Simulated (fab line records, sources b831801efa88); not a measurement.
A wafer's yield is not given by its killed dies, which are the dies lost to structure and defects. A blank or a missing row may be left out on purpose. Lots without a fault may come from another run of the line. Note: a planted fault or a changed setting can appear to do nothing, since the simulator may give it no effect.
Which tool was responsible?	flow sky130	11 lots, 33 wafers sampled, at 4 steps of a route of 708

== WHAT THE GAUGES READ, wafer by wafer ==
SKY_VIA4_THK_MEAS_01.
lot	measured	on	VIA4_HDPCVD_THK (nm)
L912	day 40 14:43	filmMetro-01	1726 1744 1740
L913	day 41 16:34	filmMetro-04	1759 1743 1781
L916	day 43 07:14	filmMetro-03	1766 1774 1763
L918	day 43 17:33	filmMetro-03	1721 1741 1723
L920	day 44 19:40	filmMetro-03	1728 2812 2833
L921	day 44 22:26	filmMetro-03	1739 2836 2869
L931	day 47 02:29	filmMetro-01	1718 1722 1728
L932	day 47 14:41	filmMetro-03	1769 1759 1793
L933	day 48 04:22	filmMetro-03	1757 1743 1755
L934	day 48 06:49	filmMetro-04	1758 1770 1761
L935	day 48 10:55	filmMetro-04	1757 1763 1784

== WHICH TOOL RAN EACH LOT (tool, then ch and the chambers of the sampled wafers, then the start) ==
lot	SKY_CAP2M_SPUTTER_02	SKY_METAL4_DESCUM_15	SKY_VIA4_HDPCVD_00
L912	pvdSputter-01, day 38 09:55	rieMetal-04 ch 0,1, day 40 13:37	hdpcvd-01 ch 0,1,2, day 40 14:32
L913	pvdSputter-02, day 39 14:02	rieMetal-04 ch 0,1, day 41 15:28	hdpcvd-02 ch 0,2, day 41 16:23
L916	pvdSputter-04, day 41 06:59	rieMetal-01 ch 0,1, day 43 06:04	hdpcvd-01 ch 0,1,2, day 43 07:03
L918	pvdSputter-01, day 41 16:23	rieMetal-01 ch 0,1, day 43 16:25	hdpcvd-02 ch 0,1, day 43 17:22
L920	pvdSputter-04, day 42 19:13	rieMetal-01 ch 0,1, day 44 18:22	hdpcvd-02 ch 0,1, day 44 19:29
L921	pvdSputter-01, day 42 23:41	rieMetal-01 ch 0,1, day 44 21:08	hdpcvd-02 ch 1,2, day 44 22:15
L931	pvdSputter-01, day 45 08:04	rieMetal-01 ch 0,1, day 47 01:16	hdpcvd-01 ch 0,1,2, day 47 02:18
L932	pvdSputter-04, day 45 20:43	rieMetal-02 ch 0,1, day 47 13:35	hdpcvd-02 ch 0,1,2, day 47 14:31
L933	pvdSputter-04, day 46 12:05	rieMetal-02 ch 1, day 48 03:16	hdpcvd-01 ch 0,1,2, day 48 04:11
L934	pvdSputter-01, day 46 14:28	rieMetal-04 ch 0,1, day 48 05:43	hdpcvd-01 ch 0,1,2, day 48 06:38
L935	pvdSputter-04, day 46 18:36	rieMetal-04 ch 0,1, day 48 09:47	hdpcvd-02 ch 0,1,2, day 48 10:44
- SKY_CAP2M_SPUTTER_02: material TiN, target thk 200 nm, time 166.7 s.
- SKY_METAL4_DESCUM_15: chemistry O2, time 8 s.
- SKY_VIA4_HDPCVD_00: deposits SiO2, target thk 1750 nm, time 291.7 s.

== THE ANSWER, worked out from the rows above alone ==
Rule: the lots themselves supply what counts as usual. Put in order of their means at a reading, lots are off if they are a third of the lots or fewer, leave a main group of 4 or more, and stand apart from it by a gap of 3 or more times the standard deviation of the main group's means; of several such gaps the widest counts. Not used: any main group whose means are identical at the precision the tables above print for the reading. Also off: a lot with no number at a reading for which 4 or more lots have one. All remaining lots with rows at the step are treated as sound.
Off: at SKY_VIA4_THK_MEAS_01 (VIA4_HDPCVD_THK), L920, L921. Main group: mean 1753 nm, sd 18.
A tool fits if, at a process step before that reading, it ran every lot that is off, and no sound lot after the first of them. The gauges at SKY_VIA4_THK_MEAS_01 are tried like those tools. No candidate that was tried fits.

== WHAT THE SIMULATOR HAD PUT IN ==
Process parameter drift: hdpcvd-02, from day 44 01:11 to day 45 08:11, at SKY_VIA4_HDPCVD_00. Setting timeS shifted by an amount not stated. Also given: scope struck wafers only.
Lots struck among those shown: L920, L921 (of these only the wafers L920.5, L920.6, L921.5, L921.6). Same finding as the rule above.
